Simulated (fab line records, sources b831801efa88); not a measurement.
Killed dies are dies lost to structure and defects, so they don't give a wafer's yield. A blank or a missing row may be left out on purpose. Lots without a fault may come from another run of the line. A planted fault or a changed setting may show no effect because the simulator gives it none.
Chamber matching | flow gf180mcu | GF_MIM_CVD_05 on pecvd-04: 3 sister chambers
The step deposits Si3N4, target thk 42 nm, time 29.086 s. 3 wafers are shown with their chamber, then 8 later ones without.

WAFERS WITH THEIR CHAMBER
wafer  | chamber | heater_power_w (W)
L086.5 | 2       | 764
L089.5 | 0       | 468
L090.1 | 1       | 623

WAFERS WITHOUT THEIR CHAMBER
wafer  | heater_power_w (W)
L090.2 | 455
L090.3 | 461
L090.4 | 623
L090.5 | 470
L090.6 | 645
L094.2 | 686
L094.4 | 417
L094.5 | 772

WHICH CHAMBER EACH WENT THROUGH
wafer  | from the rows above     | in truth
L090.2 | 0                       | 0
L090.3 | 0                       | 0
L090.4 | 1                       | 1
L090.5 | 0                       | 0
L090.6 | 1                       | 1
L094.2 | can't be placed: 1 or 2 | 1
L094.4 | 0                       | 0
L094.5 | 2                       | 2
Placed correctly: 7 of 8. Can't be placed from these rows: 1 (the true chamber is among the candidates in 1). Placed wrongly: 0.
How it was worked out, from the rows above alone: a wafer's distance from a chamber is the root of the sum, over the readings, of the square of ((its reading less the chamber's mean) divided by the reading's scatter). The wafer belongs to the nearest chamber; if the next one is less than 2 further off, it can't be placed. A chamber's mean is the mean of its shown wafers. The scatter: with one shown wafer a chamber, the root of the mean of the squares of how far each hidden wafer lies from its nearest shown one.
